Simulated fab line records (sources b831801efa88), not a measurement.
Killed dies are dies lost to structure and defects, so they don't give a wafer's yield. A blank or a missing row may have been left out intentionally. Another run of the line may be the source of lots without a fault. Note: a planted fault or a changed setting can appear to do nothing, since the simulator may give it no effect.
Which tool did it? + flow sky130 + 18 wafers from 6 lots sampled at 2 of the route's 708 steps

## WHAT EACH GAUGE READ, for each wafer
SKY_SONOS_ONO_CD_MEAS_13: target cd 410 nm.
| lot  | measured     | on        | cd-nm (nm)        |
|------|--------------|-----------|-------------------|
| L376 | day 12 22:34 | cd-sem-02 | 407.6 408.4 408.8 |
| L379 | day 14 16:07 | cd-sem-02 | 408.1 408.3 408.8 |
| L385 | day 16 00:31 | cd-sem-01 | 413.7 409.7 409.4 |
| L387 | day 16 11:16 | cd-sem-01 | 411.1 412.1 412.3 |
| L393 | day 18 15:52 | cd-sem-01 | 407.8 408.1 408.0 |
| L397 | day 21 05:55 | cd-sem-02 | 417.1 416.5 416.0 |

## WHICH TOOL RAN EACH LOT (tool, then ch and the chambers of the sampled wafers, then the start)
| lot  | SKY_VT_ADJUST_PCH_STRIP_09           |
|------|--------------------------------------|
| L376 | plasma-asher-04 ch 0,1, day 10 16:17 |
| L379 | plasma-asher-03 ch 0,1, day 12 08:51 |
| L385 | plasma-asher-04 ch 0,1, day 13 13:46 |
| L387 | plasma-asher-04 ch 0,1, day 14 00:21 |
| L393 | plasma-asher-04 ch 0,1, day 16 01:06 |
| L397 | plasma-asher-04 ch 0, day 17 06:51   |
- SKY_VT_ADJUST_PCH_STRIP_09: strips in O2/N2.

## THE ANSWER, worked out from the rows above alone
Rule: the usual values come from the lots themselves. The widest of any qualifying gaps counts: lots, ordered by their means at a reading, are off when they make up no more than a third of the lots, leave a main group of 4 or more, and stand apart from it by 3 or more times the standard deviation of that group's means. A main group is skipped when, at the precision printed for the reading in the tables above, its means are all equal. Also off: a lot with no number at a reading for which 4 or more lots have one. All remaining lots with rows at the step are treated as sound.
Across all readings shown, no lot is off: no conclusion can be drawn from this.

## WHAT THE SIMULATOR HAD PUT IN
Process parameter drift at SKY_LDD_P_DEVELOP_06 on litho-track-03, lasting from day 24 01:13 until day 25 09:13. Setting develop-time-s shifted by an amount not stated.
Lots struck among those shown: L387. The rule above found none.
